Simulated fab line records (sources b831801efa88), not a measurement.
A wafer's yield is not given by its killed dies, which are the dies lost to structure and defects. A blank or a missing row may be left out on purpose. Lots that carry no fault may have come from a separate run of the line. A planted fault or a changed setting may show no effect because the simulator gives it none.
fab line records	flow gf180mcu
[record] lots = 24	wafers = 72	last_day = 35
route steps=602 shown STI@23 LVPWELL@65 SAB@265 V3@454 M4@471
lots that met no fault: taken from a fault-free run of the same line
start_h: hours from the record's first day to the start of the lot's first wafer shown	wait_h: time in hours since the lot's previous step	" same as the row above	L1.1+2: one row covering several wafers at once	- no value present, or no start provided	* or withheld: withheld	< > ~ a bound
route shown NAME@n: a module of which the file shows steps, and the number in the route of the first	usual: average and standard deviation across the fault-free wafers	same: alike in all rows	chamber/n: place in a boat	sites: the reading at each site	_std_site: standard deviation across them	_edge_site: outer sites' mean less inner sites'	radius_mm: for every site, how far away it sits from the centre of the wafer	mask NAME#n: copy n	behind: the most recent tool/chamber to have shaped the wafer	hold: why the lot went on hold/how many hours it stayed there/how the hold came to an end	device: whichever transistor did not switch (one of n, p or np)	end of line: at the end of the route, the tests of the same wafers	a step with no rows: only its recipe	killed: dies that structure and defects cost at the first sort, which is not the same as the wafer's yield	map: a wafer's dies, x killed, . not, _ none there
set.NAME: the setting that was run; set.NAME@STEP: the one run at that earlier step	model.NAME: the simulator's own value behind a step, which no gauge read
one table for each step of the route and one row for each wafer, over a sample of lots
services: the hour from which a tool's chamber was out of use, counted from the record's first day as start_h (under 0 if before that day), plus the number of hours and why
[[steps]]
[step GF_STI_THK_MEAS_22]
[recipe] reads = SiO2_of_STI_OXIDATION_21
[usual] STI_OXIDATION_01_THK = 15.20/0.25
lot.wafer	tool	chamber	start_h	wait_h	STI_OXIDATION_01_THK[nm]
L074.2	film_metro-02	-	33.91	0.0	15.09
L074.3	"	-	"	"	15.03
L074.4	"	-	"	"	15.05
L075.4	film_metro-03	-	33.93	0.0	14.83
L075.5	"	-	"	"	14.84
L075.6	"	-	"	"	15.08
L076.1	film_metro-01	-	40.93	0.0	15.88
L076.2	"	-	"	"	15.56
L076.3	"	-	"	"	15.54
L077.1	film_metro-01	-	49.11	0.0	15.23
L077.2	"	-	"	"	14.96
L077.4	"	-	"	"	15.12
L078.2	film_metro-02	-	50.37	0.0	15.55
L078.4	"	-	"	"	15.42
L078.6	"	-	"	"	15.68
L079.1	film_metro-02	-	54.95	0.0	14.97
L079.3	"	-	"	"	14.79
L079.4	"	-	"	"	15.11
L080.1	film_metro-03	-	60.46	0.0	15.25
L080.2	"	-	"	"	15.24
L080.5	"	-	"	"	15.34
L081.1	film_metro-03	-	64.23	0.0	15.28
L081.5	"	-	"	"	15.49
L081.6	"	-	"	"	15.38
L082.2	film_metro-03	-	69.05	0.0	15.25
L082.5	"	-	"	"	15.28
L082.6	"	-	"	"	15.37
L083.2	film_metro-01	-	74.23	0.0	15.21
L083.4	"	-	"	"	15.39
L083.5	"	-	"	"	14.95
L084.2	film_metro-02	-	80.28	0.0	15.30
L084.4	"	-	"	"	15.34
L084.5	"	-	"	"	15.37
L085.2	film_metro-02	-	84.13	0.0	15.12
L085.3	"	-	"	"	15.13
L085.6	"	-	"	"	15.27
L086.2	film_metro-02	-	89.51	0.0	15.24
L086.4	"	-	"	"	15.26
L086.6	"	-	"	"	15.10
L087.1	film_metro-01	-	94.62	0.0	15.28
L087.3	"	-	"	"	15.54
L087.4	"	-	"	"	15.36
L088.1	film_metro-01	-	100.41	0.0	15.48
L088.3	"	-	"	"	15.36
L088.4	"	-	"	"	15.38
L089.1	film_metro-01	-	104.57	0.0	14.86
L089.2	"	-	"	"	14.65
L089.5	"	-	"	"	14.87
L090.4	film_metro-02	-	110.55	0.0	15.30
L090.5	"	-	"	"	15.28
L090.6	"	-	"	"	15.18
L091.1	film_metro-01	-	114.57	0.0	15.28
L091.3	"	-	"	"	15.16
L091.6	"	-	"	"	15.03
L092.3	film_metro-02	-	121.54	0.0	15.15
L092.4	"	-	"	"	15.07
L092.6	"	-	"	"	15.05
L093.1	film_metro-02	-	125.84	0.0	15.09
L093.3	"	-	"	"	15.05
L093.4	"	-	"	"	15.16
L094.1	film_metro-03	-	131.41	0.0	15.14
L094.2	"	-	"	"	15.16
L094.3	"	-	"	"	15.04
L095.1	film_metro-02	-	136.51	0.0	15.23
L095.3	"	-	"	"	15.40
L095.6	"	-	"	"	15.24
L096.2	film_metro-02	-	142.78	0.0	15.03
L096.4	"	-	"	"	14.67
L096.5	"	-	"	"	14.85
L097.3	film_metro-01	-	147.66	0.0	15.37
L097.5	"	-	"	"	15.46
L097.6	"	-	"	"	15.52
[step GF_LVPWELL_TW_MEAS_11]
[usual] LVPWELL_TW = 563/4.2
lot.wafer	tool	chamber	start_h	wait_h	LVPWELL_TW
L074.2	film_metro-03	-	78.97	0.1	569
L074.3	"	-	"	"	568
L074.4	"	-	"	"	569
L075.4	film_metro-01	-	79.34	0.1	563
L075.5	"	-	"	"	559
L075.6	"	-	"	"	560
L076.1	film_metro-01	-	85.26	0.1	560
L076.2	"	-	"	"	558
L076.3	"	-	"	"	559
L077.1	film_metro-04	-	94.16	0.1	565
L077.2	"	-	"	"	567
L077.4	"	-	"	"	568
L078.2	film_metro-04	-	95.47	0.1	567
L078.4	"	-	"	"	567
L078.6	"	-	"	"	566
L079.1	film_metro-03	-	102.26	0.1	563
L079.3	"	-	"	"	564
L079.4	"	-	"	"	564
L080.1	film_metro-01	-	106.91	0.1	551
L080.2	"	-	"	"	556
L080.5	"	-	"	"	557
L081.1	film_metro-03	-	112.21	0.1	564
L081.5	"	-	"	"	564
L081.6	"	-	"	"	563
L082.2	film_metro-04	-	116.12	0.1	563
L082.5	"	-	"	"	564
L082.6	"	-	"	"	561
L083.2	film_metro-03	-	123.77	0.1	564
L083.4	"	-	"	"	567
L083.5	"	-	"	"	566
L084.2	film_metro-03	-	128.27	0.1	568
L084.4	"	-	"	"	565
L084.5	"	-	"	"	569
L085.2	film_metro-04	-	133.37	0.1	568
L085.3	"	-	"	"	567
L085.6	"	-	"	"	566
L086.2	film_metro-01	-	137.57	0.1	559
L086.4	"	-	"	"	554
L086.6	"	-	"	"	559
L087.1	film_metro-01	-	144.86	0.1	557
L087.3	"	-	"	"	556
L087.4	"	-	"	"	555
L088.1	film_metro-03	-	150.86	0.1	566
L088.3	"	-	"	"	567
L088.4	"	-	"	"	568
L089.1	film_metro-03	-	154.16	0.1	563
L089.2	"	-	"	"	566
L089.5	"	-	"	"	563
L090.4	film_metro-01	-	161.54	0.1	555
L090.5	"	-	"	"	555
L090.6	"	-	"	"	557
L091.1	film_metro-03	-	167.16	0.1	567
L091.3	"	-	"	"	565
L091.6	"	-	"	"	568
L092.3	film_metro-04	-	173.28	0.1	563
L092.4	"	-	"	"	564
L092.6	"	-	"	"	565
L093.1	film_metro-04	-	177.86	0.1	562
L093.3	"	-	"	"	559
L093.4	"	-	"	"	562
L094.1	film_metro-04	-	184.91	0.1	563
L094.2	"	-	"	"	561
L094.3	"	-	"	"	565
L095.1	film_metro-01	-	189.11	0.1	557
L095.3	"	-	"	"	556
L095.6	"	-	"	"	557
L096.2	film_metro-01	-	196.17	0.1	559
L096.4	"	-	"	"	559
L096.5	"	-	"	"	563
L097.3	film_metro-01	-	202.78	0.1	558
L097.5	"	-	"	"	562
L097.6	"	-	"	"	559
[step GF_SAB_THK_MEAS_01]
[recipe] reads = SiO2_of_SAB_CVD_00
[usual] SAB_CVD_00_THK = 49.8/0.72
lot.wafer	tool	chamber	start_h	wait_h	SAB_CVD_00_THK[nm]
L074.2	film_metro-03	-	337.44	0.0	49.2
L074.3	"	-	"	"	48.7
L074.4	"	-	"	"	49.3
L075.4	film_metro-01	-	344.72	0.0	49.9
L075.5	"	-	"	"	50.3
L075.6	"	-	"	"	50.6
L076.1	film_metro-02	-	350.03	0.0	50.4
L076.2	"	-	"	"	50.0
L076.3	"	-	"	"	50.6
L077.1	film_metro-03	-	365.03	0.0	49.8
L077.2	"	-	"	"	49.8
L077.4	"	-	"	"	51.0
L078.2	film_metro-02	-	375.84	0.0	50.4
L078.4	"	-	"	"	51.0
L078.6	"	-	"	"	49.7
L079.1	film_metro-02	-	383.64	0.0	49.0
L079.3	"	-	"	"	49.1
L079.4	"	-	"	"	50.0
L080.1	film_metro-03	-	383.76	0.0	49.0
L080.2	"	-	"	"	48.9
L080.5	"	-	"	"	49.0
L081.1	film_metro-01	-	399.13	0.0	48.9
L081.5	"	-	"	"	50.6
L081.6	"	-	"	"	50.2
L082.2	film_metro-03	-	399.34	0.0	49.2
L082.5	"	-	"	"	50.3
L082.6	"	-	"	"	50.1
L083.2	film_metro-02	-	414.34	0.0	48.7
L083.4	"	-	"	"	49.9
L083.5	"	-	"	"	51.0
L084.2	film_metro-02	-	421.37	0.0	49.9
L084.4	"	-	"	"	49.0
L084.5	"	-	"	"	50.3
L085.2	film_metro-03	-	431.69	0.0	49.4
L085.3	"	-	"	"	48.9
L085.6	"	-	"	"	49.7
L086.2	film_metro-03	-	432.64	0.0	50.5
L086.4	"	-	"	"	51.3
L086.6	"	-	"	"	50.9
L087.1	film_metro-01	-	444.59	0.0	49.6
L087.3	"	-	"	"	48.9
L087.4	"	-	"	"	50.8
L088.1	film_metro-02	-	450.98	0.0	48.5
L088.3	"	-	"	"	49.7
L088.4	"	-	"	"	49.9
L089.1	film_metro-02	-	463.18	0.0	49.9
L089.2	"	-	"	"	49.1
L089.5	"	-	"	"	49.6
L090.4	film_metro-02	-	467.77	0.0	49.4
L090.5	"	-	"	"	50.0
L090.6	"	-	"	"	50.0
L091.1	film_metro-03	-	478.33	0.0	49.5
L091.3	"	-	"	"	48.9
L091.6	"	-	"	"	50.6
L092.3	film_metro-01	-	483.75	0.0	49.3
L092.4	"	-	"	"	49.9
L092.6	"	-	"	"	51.1
L093.1	film_metro-01	-	489.98	0.0	48.7
L093.3	"	-	"	"	48.4
L093.4	"	-	"	"	48.8
L094.1	film_metro-01	-	499.92	0.0	48.9
L094.2	"	-	"	"	49.1
L094.3	"	-	"	"	49.3
L095.1	film_metro-02	-	507.19	0.0	48.7
L095.3	"	-	"	"	49.4
L095.6	"	-	"	"	49.5
L096.2	film_metro-03	-	515.84	0.0	50.6
L096.4	"	-	"	"	51.0
L096.5	"	-	"	"	51.4
L097.3	film_metro-02	-	526.10	0.0	49.2
L097.5	"	-	"	"	51.6
L097.6	"	-	"	"	50.4
[step GF_SAB_STRIP_13]
[recipe] chemistry = O2/N2	power_w = 1400	pressure_mtorr = 1500	platen_temp_c = 250	o2_flow_sccm = 3000	n2_flow_sccm = 300	overash_fraction = 0.5
[usual] drypump_motor_current_A = 5.7/0.52	heater_power_w = 329/13	oes_product_au = 0.710/0.0049	strip_time_to_endpoint_s = 12.61/0.034
lot.wafer	tool	chamber	start_h	wait_h	drypump_motor_current_A	heater_power_w	oes_product_au	rf_hours_counter_h	strip_time_to_endpoint_s
L074.2	plasma_asher-01	1	360.03	0.0	5.9	320	0.707	68	12.62
L074.3	"	0	"	"	5.2	316	0.711	-	12.59
L074.4	"	1	"	"	5.9	322	0.703	-	12.62
L075.4	plasma_asher-01	1	367.82	0.0	5.9	322	0.712	-	12.57
L075.5	"	1	"	"	5.9	313	0.710	-	12.53
L075.6	"	0	"	"	5.2	316	0.708	-	12.57
L076.1	plasma_asher-04	1	372.68	0.0	6.7	321	0.708	74	12.67
L076.2	"	0	"	"	6.1	350	0.713	74	12.65
L076.3	"	0	"	"	6.1	356	0.706	-	12.65
L077.1	plasma_asher-02	0	388.70	0.0	5.6	327	0.711	28	12.61
L077.2	"	1	"	"	5.1	334	0.702	28	12.59
L077.4	"	0	"	"	5.7	318	0.712	-	12.60
L078.2	plasma_asher-02	1	400.29	0.0	5.1	344	0.715	29	12.60
L078.4	"	0	"	"	5.7	321	0.710	-	12.62
L078.6	"	1	"	"	5.1	341	0.708	-	12.60
L079.1	plasma_asher-01	1	407.91	0.0	5.9	320	0.713	72	12.69
L079.3	"	0	"	"	5.2	298	0.702	-	12.68
L079.4	"	1	"	"	5.9	317	0.711	-	12.66
L080.1	plasma_asher-04	0	408.03	0.0	6.1	352	0.706	78	12.59
L080.2	"	1	"	"	6.7	323	0.715	78	12.58
L080.5	"	1	"	"	6.7	323	0.713	-	12.59
L081.1	plasma_asher-02	0	423.58	0.0	5.6	336	0.705	31	12.63
L081.5	"	1	"	"	5.1	340	0.700	-	12.58
L081.6	"	0	"	"	5.7	316	0.706	-	12.60
L082.2	plasma_asher-02	1	423.96	0.0	5.1	342	0.712	31	12.58
L082.5	"	0	"	"	5.7	316	0.701	-	12.58
L082.6	"	1	"	"	5.1	339	0.711	-	12.59
L083.2	plasma_asher-01	0	438.91	0.0	5.2	332	0.712	1	12.62
L083.4	"	1	"	"	5.9	321	0.710	-	12.60
L083.5	"	0	"	"	5.3	321	0.703	-	12.67
L084.2	plasma_asher-04	0	446.86	0.0	6.1	347	0.703	82	12.64
L084.4	"	0	"	"	6.1	368	0.711	-	12.64
L084.5	"	0	"	"	6.1	350	0.707	-	12.62
L085.2	plasma_asher-02	0	457.07	0.0	5.6	322	0.704	35	12.58
L085.3	"	1	"	"	5.1	348	0.718	-	12.57
L085.6	"	0	"	"	5.6	321	0.702	-	12.52
L086.2	plasma_asher-04	1	458.66	0.0	6.7	311	0.706	83	12.66
L086.4	"	0	"	"	6.1	355	0.713	-	12.66
L086.6	"	0	"	"	6.1	352	0.695	-	12.64
L087.1	plasma_asher-02	0	469.47	0.0	5.6	318	0.712	37	12.59
L087.3	"	0	"	"	5.7	322	0.708	-	12.57
L087.4	"	1	"	"	5.1	338	0.717	-	12.58
L088.1	plasma_asher-01	1	475.67	0.0	5.9	329	0.712	5	12.63
L088.3	"	1	"	"	5.9	325	0.714	-	12.62
L088.4	"	0	"	"	5.2	318	0.710	-	12.60
L089.1	plasma_asher-01	0	487.77	0.0	5.2	327	0.707	5	12.64
L089.2	"	1	"	"	5.9	323	0.706	5	12.63
L089.5	"	0	"	"	5.2	324	0.707	-	12.61
L090.4	plasma_asher-04	1	492.85	0.0	6.7	311	0.701	-	12.57
L090.5	"	1	"	"	6.6	312	0.713	-	12.56
L090.6	"	0	"	"	6.1	356	0.712	-	12.59
L091.1	plasma_asher-04	1	503.33	0.0	6.7	323	0.720	88	12.60
L091.3	"	1	"	"	6.7	317	0.713	-	12.60
L091.6	"	0	"	"	6.1	357	0.699	-	12.61
L092.3	plasma_asher-04	1	508.11	0.0	6.7	318	0.711	-	12.62
L092.4	"	0	"	"	6.1	362	0.712	-	12.59
L092.6	"	1	"	"	6.7	320	0.707	-	12.61
L093.1	plasma_asher-01	1	514.57	0.0	5.9	319	0.709	8	12.59
L093.3	"	0	"	"	5.2	323	0.711	-	12.55
L093.4	"	1	"	"	5.9	320	0.705	-	12.61
L094.1	plasma_asher-02	1	523.62	0.0	5.1	336	0.713	43	12.61
L094.2	"	0	"	"	5.7	320	0.714	43	12.61
L094.3	"	1	"	"	5.1	349	0.716	-	12.67
L095.1	plasma_asher-01	0	531.41	0.0	5.2	326	0.716	10	12.63
L095.3	"	1	"	"	5.9	323	0.709	-	12.65
L095.6	"	1	"	"	5.9	327	0.715	-	12.65
L096.2	plasma_asher-01	0	539.22	0.0	5.2	327	0.699	11	12.59
L096.4	"	1	"	"	5.9	329	0.716	-	12.65
L096.5	"	1	"	"	5.9	320	0.705	-	12.61
L097.3	plasma_asher-01	1	549.11	0.0	5.9	323	0.711	-	12.63
L097.5	"	1	"	"	5.9	328	0.716	-	12.60
L097.6	"	0	"	"	5.2	324	0.715	-	12.60
[step GF_V3_THK_MEAS_25]
[recipe] thk_meas_gauge = xrf	reads = W_of_V3_CVD_23
[usual] V3_W_THK = 358/7.2
lot.wafer	tool	chamber	start_h	wait_h	V3_W_THK[nm]
L074.2	film_metro-03	-	540.95	0.1	369
L074.3	"	-	"	"	365
L074.4	"	-	"	"	368
L075.4	film_metro-03	-	550.82	0.1	362
L075.5	"	-	"	"	373
L075.6	"	-	"	"	357
L076.1	film_metro-01	-	552.55	0.1	354
L076.2	"	-	"	"	367
L076.3	"	-	"	"	369
L077.1	film_metro-03	-	567.68	0.1	360
L077.2	"	-	"	"	361
L077.4	"	-	"	"	361
L078.2	film_metro-02	-	577.08	0.1	355
L078.4	"	-	"	"	341
L078.6	"	-	"	"	340
L079.1	film_metro-02	-	582.23	0.1	361
L079.3	"	-	"	"	362
L079.4	"	-	"	"	345
L080.1	film_metro-02	-	583.18	0.1	365
L080.2	"	-	"	"	348
L080.5	"	-	"	"	351
L081.1	film_metro-03	-	599.20	0.1	359
L081.5	"	-	"	"	356
L081.6	"	-	"	"	373
L082.2	film_metro-02	-	599.29	0.1	352
L082.5	"	-	"	"	350
L082.6	"	-	"	"	354
L083.2	film_metro-02	-	611.63	0.1	350
L083.4	"	-	"	"	353
L083.5	"	-	"	"	347
L084.2	film_metro-03	-	617.19	0.1	362
L084.4	"	-	"	"	362
L084.5	"	-	"	"	364
L085.2	film_metro-02	-	627.43	0.1	366
L085.3	"	-	"	"	346
L085.6	"	-	"	"	364
L086.2	film_metro-01	-	627.81	0.1	355
L086.4	"	-	"	"	355
L086.6	"	-	"	"	354
L087.1	film_metro-01	-	636.99	0.1	351
L087.3	"	-	"	"	350
L087.4	"	-	"	"	353
L088.1	film_metro-03	-	640.90	0.1	358
L088.3	"	-	"	"	356
L088.4	"	-	"	"	367
L089.1	film_metro-02	-	650.67	0.1	354
L089.2	"	-	"	"	354
L089.5	"	-	"	"	356
L090.4	film_metro-02	-	656.90	0.1	352
L090.5	"	-	"	"	349
L090.6	"	-	"	"	367
L091.1	film_metro-02	-	664.75	0.1	351
L091.3	"	-	"	"	355
L091.6	"	-	"	"	355
L092.3	film_metro-01	-	669.52	0.1	355
L092.4	"	-	"	"	356
L092.6	"	-	"	"	354
L093.1	film_metro-03	-	671.77	0.1	358
L093.3	"	-	"	"	359
L093.4	"	-	"	"	361
L094.1	film_metro-02	-	680.02	0.1	353
L094.2	"	-	"	"	350
L094.3	"	-	"	"	352
L095.1	film_metro-03	-	687.95	0.1	367
L095.3	"	-	"	"	363
L095.6	"	-	"	"	357
L096.2	film_metro-03	-	693.88	0.1	358
L096.4	"	-	"	"	361
L096.5	"	-	"	"	365
L097.3	film_metro-02	-	703.99	0.1	352
L097.5	"	-	"	"	350
L097.6	"	-	"	"	366
[step GF_M4_OVL_MEAS_15]
[usual] M4_OVL = 1/4.9
lot.wafer	tool	chamber	start_h	wait_h	M4_OVL[nm]
L074.2	overlay-01	-	564.19	0.1	-4
L074.3	"	-	"	"	-5
L074.4	"	-	"	"	-6
L075.4	overlay-02	-	572.40	0.1	4
L075.5	"	-	"	"	2
L075.6	"	-	"	"	-1
L076.1	overlay-02	-	573.89	0.1	6
L076.2	"	-	"	"	8
L076.3	"	-	"	"	0
L077.1	overlay-01	-	588.42	0.1	1
L077.2	"	-	"	"	1
L077.4	"	-	"	"	1
L078.2	overlay-02	-	598.84	0.1	15
L078.4	"	-	"	"	8
L078.6	"	-	"	"	8
L079.1	overlay-02	-	604.37	0.1	2
L079.3	"	-	"	"	-3
L079.4	"	-	"	"	-1
L080.1	overlay-01	-	604.79	0.1	2
L080.2	"	-	"	"	1
L080.5	"	-	"	"	3
L081.1	overlay-01	-	621.09	0.1	-1
L081.5	"	-	"	"	-1
L081.6	"	-	"	"	-1
L082.2	overlay-02	-	621.44	0.1	-1
L082.5	"	-	"	"	5
L082.6	"	-	"	"	-1
L083.2	overlay-01	-	632.84	0.1	-1
L083.4	"	-	"	"	2
L083.5	"	-	"	"	-1
L084.2	overlay-01	-	638.33	0.1	1
L084.4	"	-	"	"	8
L084.5	"	-	"	"	1
L085.2	overlay-01	-	648.34	0.1	2
L085.3	"	-	"	"	4
L085.6	"	-	"	"	-2
L086.2	overlay-01	-	648.69	0.1	-1
L086.4	"	-	"	"	-3
L086.6	"	-	"	"	0
L087.1	overlay-01	-	657.14	0.1	-3
L087.3	"	-	"	"	-1
L087.4	"	-	"	"	-3
L088.1	overlay-01	-	661.47	0.1	0
L088.3	"	-	"	"	3
L088.4	"	-	"	"	-3
L089.1	overlay-02	-	671.22	0.1	-7
L089.2	"	-	"	"	-3
L089.5	"	-	"	"	-3
L090.4	overlay-01	-	677.34	0.1	-1
L090.5	"	-	"	"	-5
L090.6	"	-	"	"	3
L091.1	overlay-02	-	685.12	0.1	5
L091.3	"	-	"	"	4
L091.6	"	-	"	"	-2
L092.3	overlay-02	-	689.28	0.1	6
L092.4	"	-	"	"	6
L092.6	"	-	"	"	1
L093.1	overlay-02	-	691.82	0.1	4
L093.3	"	-	"	"	2
L093.4	"	-	"	"	3
L094.1	overlay-01	-	700.34	0.1	11
L094.2	"	-	"	"	4
L094.3	"	-	"	"	9
L095.1	overlay-02	-	708.00	0.1	-6
L095.3	"	-	"	"	-16
L095.6	"	-	"	"	-9
L096.2	overlay-01	-	713.09	0.1	5
L096.4	"	-	"	"	-4
L096.5	"	-	"	"	-2
L097.3	overlay-02	-	722.55	0.1	0
L097.5	"	-	"	"	0
L097.6	"	-	"	"	3
[[services]]
tool	chamber	start_h	hours	kind
plasma_asher-01	-	377.63	0.5	repair
plasma_asher-04	-	384.83	0.8	repair
plasma_asher-01	-	421.25	9.0	pm
plasma_asher-01	0	421.25	9.0	vent_cycle
plasma_asher-01	1	421.25	9.0	vent_cycle
plasma_asher-01	0	430.25	-	clean
plasma_asher-01	1	430.25	-	clean
plasma_asher-04	-	453.79	4.3	pm
plasma_asher-01	-	481.89	3.3	repair
plasma_asher-04	-	508.60	14.6	pm
plasma_asher-04	-	526.80	0.8	repair
plasma_asher-02	-	544.55	0.4	repair
[[key]]
fault none
